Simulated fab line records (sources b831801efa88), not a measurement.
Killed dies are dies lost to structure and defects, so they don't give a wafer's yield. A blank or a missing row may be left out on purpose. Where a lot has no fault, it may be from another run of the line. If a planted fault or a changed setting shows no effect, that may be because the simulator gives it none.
Struck lot and sound lot, side by side + flow gf180mcu + 15 steps out of a route of 602
Sound: these wafers, L155.2, L155.3, L155.5. Struck: wafers L164.3, L164.5, L164.6. The cause is named last.
Per side, at each step with rows, come the tool, then ch with its chambers, and then its first start. Under that, the readings that differ: sound wafers + struck wafers + difference of the means + sigmas: that difference in standard deviations of wafers without a fault.
alike: words and numbers the same on both sides, and readings whose means are apart by under 2 such deviations; not compared: readings that were withheld, readings missing a value for some wafer, numbers with overlapping values and no deviation given by the record, and bounds like >300 which may hide the same value.
A row with sigmas, a row that says differs or no value, or rows on one side alone: a step with any of these is where the two part. Non-overlapping numbers with no deviation appear without sigmas and do not part them. A reading that every wafer of one side lacks parts them only if that side has two wafers or more.

GF_V4_SPUTTER_22: material TiN, target thk 10 nm, time 40 s.
  sound on pvdSputter-02, day 25 11:01; struck on pvdSputter-02, day 28 01:22
  alike: throttleValvePct
then, 1 step without rows for these wafers: GF_V4_CVD_23 (deposits W, target thk 350 nm, time 104.9 s).
GF_V4_RS_MEAS_24: the measuring method here is four-point-probe.
  sound on filmMetro-02, day 25 11:11; struck on filmMetro-02, day 28 01:34
  alike: V4_W_RS
GF_V4_THK_MEAS_25: measures by xrf.
  sound on filmMetro-02, day 25 11:17; struck on filmMetro-02, day 28 01:40
  alike: V4_W_THK
then, 1 step without rows for these wafers: GF_V4_CMP_26 (polishes, stops on SiO2, t overpolish 15 s, target thk 0 nm).
GF_MIM_SPUTTER_00: material Ti, target thk 37.5 nm, time 150 s.
  sound on pvdSputter-04, day 25 11:38; struck on pvdSputter-03, day 28 02:00
  alike: throttleValvePct
GF_MIM_SPUTTER_01: material TiN, target thk 30 nm, time 25 s.
  sound on pvdSputter-04, day 25 11:44; struck on pvdSputter-03, day 28 02:06
  alike: throttleValvePct
then, 1 step without rows for these wafers: GF_MIM_SPUTTER_02 (material AlCu, target thk 450 nm, time 23.9 s).
GF_MIM_SPUTTER_03: material Ti, target thk 10 nm, time 6.7 s.
  sound on pvdSputter-04, day 25 11:48; struck on pvdSputter-03, day 28 02:10
  alike: throttleValvePct
then, 1 step without rows for these wafers: GF_MIM_SPUTTER_04 (material TiN, target thk 50 nm, time 41.7 s).
GF_MIM_CVD_05: deposits Si3N4, target thk 42 nm, time 29.086 s.
  sound on pecvd-03 ch 0,2, day 25 11:52; struck on pecvd-02 ch 0,1,2, day 28 02:13
  alike: heaterPowerW
GF_MIM_THK_MEAS_06:
  sound on filmMetro-03, day 25 11:54; struck on filmMetro-01, day 28 02:16
  alike: MIM_CVD_05_THK
GF_MIM_SPUTTER_07: material TiN, target thk 60 nm, time 50 s.
  sound on pvdSputter-03, day 25 11:57; struck on pvdSputter-01, day 28 02:19
| reading                                | sound             | struck            | difference | sigmas |
|----------------------------------------|-------------------|-------------------|------------|--------|
| model.TiN_of_MIM_SPUTTER_07.thkNm (nm) | 59.79 60.12 59.88 | 65.87 66.02 65.35 | +5.82      |        |
  alike: throttleValvePct
then, 1 step without rows for these wafers: GF_MIM_SPUTTER_08 (material AlCu, target thk 200 nm, time 10.6 s).
-- the record jumps here: 4 days lie between the struck wafers' starts before and after (it left off in module MIM and takes up again in module PASSIVATION, whose first step shown is number 602 of the route) --
GF_PASSIVATION_PROBE_99:
  record: rows for the struck wafers here (prober-02, day 32 05:16), none for the sound ones

== WHERE THEY PART ==
Only at GF_PASSIVATION_PROBE_99, as far as this record shows.

WHY: what had been put in by the simulator
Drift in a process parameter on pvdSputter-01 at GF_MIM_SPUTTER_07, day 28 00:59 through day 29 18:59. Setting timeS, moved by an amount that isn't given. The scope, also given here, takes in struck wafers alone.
